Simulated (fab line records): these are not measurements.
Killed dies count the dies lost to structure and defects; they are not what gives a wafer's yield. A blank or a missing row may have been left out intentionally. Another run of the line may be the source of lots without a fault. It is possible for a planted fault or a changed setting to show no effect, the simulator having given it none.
Matching of chambers + flow sky130 + cmp-02 running SKY_VIA2_CMP_24: 4 sister chambers
The step polishes, stops on SiO2, t overpolish 20 s, target thk 0 nm. 4 wafers are shown with their chamber, then 8 later ones without.

## WAFERS PAIRED WITH THEIR CHAMBERS
| wafer  | chamber | motor current A (A) |
|--------|---------|---------------------|
| L494.6 | 2       | 12.5                |
| L502.3 | 0       | 11.6                |
| L502.5 | 3       | 9.9                 |
| L505.1 | 1       | 12.5                |

## WAFERS WITHOUT THEIR CHAMBER
| wafer  | motor current A (A) |
|--------|---------------------|
| L505.2 | 12.1                |
| L505.5 | 13.2                |
| L507.1 | 12.8                |
| L507.4 | 11.5                |
| L507.6 | 10.3                |
| L510.1 | 12.1                |
| L510.4 | 11.6                |
| L510.6 | 12.3                |

## THE CHAMBER EACH PASSED THROUGH
| wafer  | from the rows above          | in truth |
|--------|------------------------------|----------|
| L505.2 | can't be placed: 1 or 2 or 0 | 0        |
| L505.5 | can't be placed: 1 or 2      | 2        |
| L507.1 | can't be placed: 1 or 2      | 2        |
| L507.4 | 0                            | 0        |
| L507.6 | 3                            | 3        |
| L510.1 | can't be placed: 1 or 2 or 0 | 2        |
| L510.4 | 0                            | 0        |
| L510.6 | can't be placed: 1 or 2 or 0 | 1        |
3 of 8 placed correctly. Cannot be placed on the basis of these rows: 5; the candidates contain the true chamber in 5. Number placed wrongly: 0.
How it was worked out, from the rows above alone: a wafer's distance from a chamber is the root of the sum, over the readings, of the square of ((its reading less the chamber's mean) divided by the reading's scatter). If the next closest chamber is less than 2 further off than the closest, the wafer can't be placed; otherwise it belongs to the closest. For every chamber, the mean is computed from those of its wafers that are shown. The scatter: root of mean squared gap, hidden wafer to nearest shown wafer, with one shown wafer a chamber.
